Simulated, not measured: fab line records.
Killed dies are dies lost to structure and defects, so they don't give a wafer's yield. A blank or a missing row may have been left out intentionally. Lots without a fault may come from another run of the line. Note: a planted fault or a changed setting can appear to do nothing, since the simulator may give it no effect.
Chamber matching || flow gf180mcu || GF_CONTACT_CVD_02 on pecvd-03: 3 sister chambers
The step deposits SiO2 from TEOS, target thk 860 nm, time 95.992 s. 6 wafers are shown with their chamber, then 10 later ones without.

## EACH WAFER AND ITS CHAMBER
{"wafer": "L115.4", "chamber": 2, "heater-power-w (W)": 816, "rf-fwd-power-W (W)": 595.6}
{"wafer": "L118.1", "chamber": 1, "heater-power-w (W)": 549, "rf-fwd-power-W (W)": 598.5}
{"wafer": "L118.2", "chamber": 0, "heater-power-w (W)": 622, "rf-fwd-power-W (W)": 592.4}
{"wafer": "L118.3", "chamber": 2, "heater-power-w (W)": 792, "rf-fwd-power-W (W)": 593.5}
{"wafer": "L120.2", "chamber": 0, "heater-power-w (W)": 497, "rf-fwd-power-W (W)": 597.0}
{"wafer": "L120.4", "chamber": 1, "heater-power-w (W)": 568, "rf-fwd-power-W (W)": 595.1}

## WAFERS WITHOUT THEIR CHAMBER
{"wafer": "L120.5", "heater-power-w (W)": 608, "rf-fwd-power-W (W)": 596.3}
{"wafer": "L121.3", "heater-power-w (W)": 476, "rf-fwd-power-W (W)": 596.4}
{"wafer": "L121.4", "heater-power-w (W)": 590, "rf-fwd-power-W (W)": 592.2}
{"wafer": "L121.5", "heater-power-w (W)": 543, "rf-fwd-power-W (W)": 593.2}
{"wafer": "L126.2", "heater-power-w (W)": 783, "rf-fwd-power-W (W)": 596.0}
{"wafer": "L126.4", "heater-power-w (W)": 489, "rf-fwd-power-W (W)": 596.6}
{"wafer": "L126.6", "heater-power-w (W)": 825, "rf-fwd-power-W (W)": 595.0}
{"wafer": "L132.1", "heater-power-w (W)": 610, "rf-fwd-power-W (W)": 594.2}
{"wafer": "L132.2", "heater-power-w (W)": 720, "rf-fwd-power-W (W)": 596.3}
{"wafer": "L132.6", "heater-power-w (W)": 756, "rf-fwd-power-W (W)": 598.4}

## THE CHAMBER EACH PASSED THROUGH
{"wafer": "L120.5", "from the rows above": "can't be placed: 1 or 0", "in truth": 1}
{"wafer": "L121.3", "from the rows above": "can't be placed: 1 or 0", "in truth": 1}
{"wafer": "L121.4", "from the rows above": "can't be placed: 0 or 1", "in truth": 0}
{"wafer": "L121.5", "from the rows above": "can't be placed: 0 or 1", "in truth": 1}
{"wafer": "L126.2", "from the rows above": 2, "in truth": 2}
{"wafer": "L126.4", "from the rows above": "can't be placed: 1 or 0", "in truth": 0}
{"wafer": "L126.6", "from the rows above": 2, "in truth": 2}
{"wafer": "L132.1", "from the rows above": "can't be placed: 0 or 1", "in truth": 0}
{"wafer": "L132.2", "from the rows above": "can't be placed: 2 or 1 or 0", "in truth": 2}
{"wafer": "L132.6", "from the rows above": 2, "in truth": 2}
3 of 10 placed correctly. Can't be placed from these rows: 7 (the true chamber is among the candidates in 7). Number placed wrongly: 0.
How it was worked out, from the rows above alone: a wafer's distance from a chamber is the root of the sum, over the readings, of the square of ((its reading less the chamber's mean) divided by the reading's scatter). The wafer belongs to the nearest chamber; if the next one is less than 2 further off, it can't be placed. Each chamber's mean is taken over the wafers shown for it. The scatter is the square root of a quotient: the sum, over the shown wafers, of each reading's squared deviation from its chamber's mean, divided by wafers minus chambers.
